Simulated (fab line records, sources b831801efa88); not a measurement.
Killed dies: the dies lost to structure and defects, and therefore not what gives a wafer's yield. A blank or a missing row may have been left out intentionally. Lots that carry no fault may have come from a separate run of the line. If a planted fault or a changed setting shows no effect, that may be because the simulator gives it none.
Comparing a struck lot with a sound one ; flow sky130 ; 22 out of 708 route steps
Sound: these wafers, L448.3, L448.5, L448.6. Struck: wafer L453.2 (L453.3, L453.6, from the same lot, were not struck and are left out); the cause is given at the end.
At each step with rows: each side's tool, then ch and its chambers, then its first start. Under that, the readings that differ: sound wafers ; struck wafers ; difference of the means ; sigmas: that difference in standard deviations of wafers without a fault.
alike: a reading whose means differ by less than 2 such deviations, as well as words and numbers matching on both sides. not compared: withheld readings; readings where some wafer has no value; bounds like >300 that might hide an equal value; numbers whose values overlap and for which the record gives no deviation.
A row with sigmas, a row that says differs or no value, or rows on one side alone: a step with any of these is where the two part. Numbers that don't overlap but have no deviation are shown without sigmas and don't part them. A reading that every wafer of one side lacks parts them only if that side has two wafers or more.

SKY_LOCAL_INTERCONNECT_STRIP_15: strips in O2/N2.
  sound on plasma asher-02 ch 0,1, day 32 00:01; struck on plasma asher-03 ch 0, day 35 13:44
reading;sound;struck;difference;sigmas
rf hours counter h (h);- - -;41;no value on the sound wafers;
  alike: drypump motor current A, oes product au, strip time to endpoint s
then, 3 steps without rows for these wafers: SKY_LOCAL_INTERCONNECT_STRIP_16 (strips in post etch residue remover, time 1200 s); SKY_LOCAL_INTERCONNECT_CLEAN_17 (cleans in IPA, time 180 s); SKY_LOCAL_INTERCONNECT_CLEAN_18 (cleans in O3/DIW).
SKY_CONTACT_CVD_00: deposits Si3N4, target thk 75 nm.
  sound on pecvd-03 ch 0,1, day 32 00:36; struck on pecvd-02 ch 0, day 35 14:21
  alike: heater power w
SKY_CONTACT_THK_MEAS_01:
  struck on film metro-01, day 35 14:25; sound on film metro-01, day 32 00:39
  alike: CONTACT_CVD_00_THK
then, 1 step without rows for these wafers: SKY_CONTACT_HDPCVD_02 (deposits SiO2, target thk 565 nm, time 94.2 s).
SKY_CONTACT_THK_MEAS_03:
  struck on film metro-03, day 35 14:32; sound on film metro-01, day 32 00:47
  alike: CONTACT_HDPCVD_THK
SKY_CONTACT_CMP_04: polishes SiO2.
  sound on cmp-01 ch 0,3, day 32 00:52; struck on cmp-02 ch 1, day 35 14:35
reading;sound;struck;difference;sigmas
motor current A (A);13.2 14.0 11.7;10.6;-2.4;-2
  alike: edge zone pressure frac, head pressure psi, time to endpoint s
SKY_CONTACT_BOW_MEAS_05:
  struck on film metro-01, day 35 14:55; sound on film metro-01, day 32 01:10
reading;sound;struck;difference;sigmas
CONTACT_BOW (um);70 74 73;92;+20;+3
then, 2 steps without rows for these wafers: SKY_CONTACT_DEHYDRATE_06 (time 60 s); SKY_CONTACT_HMDS_07 (prime time 60 s).
SKY_CONTACT_COAT_08: resist thk 60 nm.
  sound on litho track-01 ch 0, day 32 13:52; struck on litho track-03 ch 0, day 36 03:23
then, 5 steps without rows for these wafers: SKY_CONTACT_COAT_09 (resist thk 450 nm); SKY_CONTACT_SOFTBAKE_10 (time 90 s); SKY_CONTACT_EXPOSE_11 (exposes mask CTM1, target cd 170 nm); SKY_CONTACT_PEB_12; SKY_CONTACT_DEVELOP_13 (develop time 60 s).
SKY_CONTACT_CD_MEAS_14: target cd 170 nm.
  struck on cd sem-01, day 36 16:22; sound on cd sem-01, day 33 04:03
  alike: cd nm
SKY_CONTACT_OVL_MEAS_15:
  struck on overlay-01, day 36 16:29; sound on overlay-01, day 33 04:08
  alike: CONTACT_OVL
SKY_CONTACT_ETCH_16: etches BARC in N2/H2, stops on SiO2, time 45.9 s, target depth 60 nm.
  sound on rie diel-02 ch 0,1, day 33 04:10; struck on rie diel-01 ch 0, day 36 16:31
reading;sound;struck;difference;sigmas
oes product au (a.u.);0.851 0.851 0.858;0.868;+0.015;+3
model.etch.depth nm (nm);59.68 59.78 59.86;62.18;+2.41;
  alike: drypump motor current A, throttle valve pct
  not compared: rf hours counter h
SKY_CONTACT_ETCH_17: etches SiO2 in C4F8/O2/Ar, stops on Si3N4, target depth 340 nm.
  sound on rie diel-02 ch 0,1, day 33 04:13; struck on rie diel-01 ch 0, day 36 16:33
  alike: oes product au

## WHERE THEY PART
Earliest at SKY_LOCAL_INTERCONNECT_STRIP_15; latest, in this record, at SKY_CONTACT_ETCH_16. Later steps at which nothing parts them and some readings are alike: SKY_CONTACT_ETCH_17.

WHY: what the simulator had put in
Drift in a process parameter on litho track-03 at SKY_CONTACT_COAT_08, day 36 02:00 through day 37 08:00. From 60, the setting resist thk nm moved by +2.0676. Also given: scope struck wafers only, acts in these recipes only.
